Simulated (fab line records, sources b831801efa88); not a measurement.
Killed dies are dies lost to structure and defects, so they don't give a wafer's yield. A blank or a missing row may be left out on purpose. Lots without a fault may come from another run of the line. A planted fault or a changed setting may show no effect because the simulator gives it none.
Which tool did it? | flow sky130 | 15 lots, 45 wafers sampled, at 4 steps of a route of 708

WHAT THE GAUGES READ, wafer by wafer
SKY_METAL3_CD_MEAS_13: target cd 300 nm.
lot  | measured     | on        | cd_nm (nm)
L965 | day 37 20:04 | cd_sem-02 | 298.9 298.7 298.8
L966 | day 38 15:20 | cd_sem-01 | 298.0 300.1 299.8
L968 | day 39 02:16 | cd_sem-02 | 300.1 300.3 299.3
L969 | day 40 07:08 | cd_sem-01 | 298.6 300.6 300.2
L970 | day 40 14:56 | cd_sem-01 | 299.9 299.3 299.6
L972 | day 40 19:06 | cd_sem-02 | 298.3 298.8 298.5
L976 | day 41 11:59 | cd_sem-01 | 301.9 301.9 300.7
L978 | day 42 03:49 | cd_sem-01 | 298.0 298.4 299.9
L979 | day 42 15:17 | cd_sem-02 | 299.5 298.2 298.5
L982 | day 43 17:29 | cd_sem-02 | 297.7 299.3 298.4
L980 | day 43 23:24 | cd_sem-01 | 300.4 302.3 301.0
L983 | day 43 23:44 | cd_sem-01 | 302.0 301.2 302.0
L985 | day 44 18:02 | cd_sem-01 | 299.8 301.0 301.6
L986 | day 45 01:01 | cd_sem-01 | 297.9 298.6 296.6
L988 | day 45 01:09 | cd_sem-01 | 300.7 301.2 301.7

SKY_VIA3_OVL_MEAS_13.
lot  | measured     | on         | VIA3_OVL (nm)
L965 | day 38 22:17 | overlay-01 | 0 8 9
L966 | day 39 17:46 | overlay-01 | 6 -1 9
L968 | day 40 04:16 | overlay-02 | - - -
L969 | day 41 09:28 | overlay-02 | - - -
L970 | day 41 17:43 | overlay-01 | - - -
L972 | day 41 22:10 | overlay-01 | 5 0 -5
L976 | day 42 12:37 | overlay-02 | -5 -1 7
L978 | day 43 04:52 | overlay-01 | 2 -2 4
L979 | day 43 15:56 | overlay-02 | -10 -5 -8
L982 | day 44 17:25 | overlay-02 | 1 1 -7
L980 | day 44 22:52 | overlay-01 | -9 -11 -10
L983 | day 44 23:31 | overlay-02 | -4 -1 1
L985 | day 45 17:13 | overlay-02 | 3 1 -8
L986 | day 45 23:58 | overlay-01 | -6 -8 -6
L988 | day 45 22:59 | overlay-01 | 0 -3 -1

WHICH TOOL RAN EACH LOT (tool, then ch and the chambers of the sampled wafers, then the start)
lot  | SKY_METAL3_DESCUM_15              | SKY_VIA3_DEVELOP_11
L965 | rie_metal-01 ch 0,1, day 37 20:13 | litho_track-04 ch 0, day 38 22:00
L966 | rie_metal-04 ch 1, day 38 15:29   | litho_track-02 ch 0, day 39 17:00
L968 | rie_metal-01 ch 0,1, day 39 02:23 | litho_track-02, day 40 04:00
L969 | rie_metal-04 ch 0,1, day 40 07:16 | litho_track-03, day 41 09:00
L970 | rie_metal-01 ch 0,1, day 40 15:05 | litho_track-03, day 41 17:00
L972 | rie_metal-01 ch 0, day 40 19:14   | litho_track-03 ch 0, day 41 21:00
L976 | rie_metal-02 ch 0,1, day 41 12:08 | litho_track-03 ch 0, day 42 12:00
L978 | rie_metal-04 ch 0,1, day 42 03:56 | litho_track-02 ch 0, day 43 04:00
L979 | rie_metal-04 ch 0,1, day 42 15:26 | litho_track-04 ch 0, day 43 15:00
L982 | rie_metal-04 ch 0,1, day 43 17:38 | litho_track-02 ch 0, day 44 17:00
L980 | rie_metal-04 ch 0,1, day 43 23:32 | litho_track-03 ch 0, day 44 22:00
L983 | rie_metal-01 ch 0,1, day 43 23:53 | litho_track-03 ch 0, day 44 23:00
L985 | rie_metal-02 ch 1, day 44 18:11   | litho_track-02 ch 0, day 45 16:00
L986 | rie_metal-02 ch 1, day 45 01:10   | litho_track-03 ch 0, day 45 23:00
L988 | rie_metal-04 ch 1, day 45 01:17   | litho_track-04 ch 0, day 45 22:00
- SKY_METAL3_DESCUM_15: chemistry O2, time 8 s.
- SKY_VIA3_DEVELOP_11: develop time 60 s.

WHAT THE TOOLS THEMSELVES READ (means of the sampled wafers that have a number; where no wafer has one, the mark that the record gives instead)
SKY_METAL3_DESCUM_15.
lot  | tool         | drypump_motor_current_A (A) | oes_product_au (a.u.) | rf_fwd_power_W (W)
L965 | rie_metal-01 | 5.5                         | 1.001                 | 146.3
L966 | rie_metal-04 | 5.3                         | 1.002                 | 146.7
L968 | rie_metal-01 | 5.6                         | 0.998                 | 146.6
L969 | rie_metal-04 | 5.4                         | 0.999                 | 146.9
L970 | rie_metal-01 | 5.6                         | 0.992                 | 146.0
L972 | rie_metal-01 | 5.2                         | 1.005                 | 146.7
L976 | rie_metal-02 | 5.7                         | 0.995                 | 146.4
L978 | rie_metal-04 | 5.4                         | 0.991                 | 147.0
L979 | rie_metal-04 | 5.5                         | 0.999                 | 146.9
L982 | rie_metal-04 | 5.4                         | 0.991                 | 147.5
L980 | rie_metal-04 | 5.4                         | 0.996                 | 147.1
L983 | rie_metal-01 | 5.6                         | 1.007                 | 145.7
L985 | rie_metal-02 | 5.2                         | 0.998                 | 146.6
L986 | rie_metal-02 | 5.2                         | 0.989                 | 146.5
L988 | rie_metal-04 | 5.2                         | 0.987                 | 147.3

SKY_VIA3_DEVELOP_11.
lot  | tool           | chill_plate_temp_C (C) | developer_temp_C (C)
L965 | litho_track-04 | 23.00                  | 20.96
L966 | litho_track-02 | 22.99                  | 20.92
L968 | litho_track-02 | -                      | -
L969 | litho_track-03 | -                      | -
L970 | litho_track-03 | -                      | -
L972 | litho_track-03 | 23.01                  | 21.07
L976 | litho_track-03 | 23.01                  | 21.13
L978 | litho_track-02 | 22.97                  | 20.96
L979 | litho_track-04 | 22.85                  | 21.02
L982 | litho_track-02 | 23.04                  | 21.05
L980 | litho_track-03 | 23.05                  | 20.86
L983 | litho_track-03 | 22.99                  | 21.04
L985 | litho_track-02 | 23.07                  | 20.93
L986 | litho_track-03 | 22.94                  | 21.16
L988 | litho_track-04 | 22.88                  | 20.90

THE ANSWER, worked out from the rows above alone
Rule: what is usual is taken from the lots themselves. Put in order of their means at a reading, lots are off if they are a third of the lots or fewer, leave a main group of 4 or more, and stand apart from it by a gap of 3 or more times the standard deviation of the main group's means; of several such gaps the widest counts. A main group whose means are all the same, to the digits that the tables above print for the reading, isn't used. A lot without any number at a reading at which 4 lots or more have one is off too. The other lots that the step has rows for count as sound. The gauges are gone through in route order, then the tools' own readings, and for those a lot's mean is taken as printed above. The first step at which some lot is off is used, and at that step the reading that is off furthest; a lot without a number counts as furthest.
Off: L968, L969, L970, at SKY_VIA3_OVL_MEAS_13 (VIA3_OVL). Without a number there: L968, L969, L970. The main group: mean -2 nm, standard deviation 4.5.
A tool fits if, at a process step before that reading, it ran every lot that is off, and no sound lot after the first of them. The gauges at SKY_VIA3_OVL_MEAS_13 aren't tried: what is off there is off at SKY_VIA3_DEVELOP_11 too, on other tools, and a gauge's error can't cause that. None of those tried fits.

WHAT THE SIMULATOR HAD PUT IN
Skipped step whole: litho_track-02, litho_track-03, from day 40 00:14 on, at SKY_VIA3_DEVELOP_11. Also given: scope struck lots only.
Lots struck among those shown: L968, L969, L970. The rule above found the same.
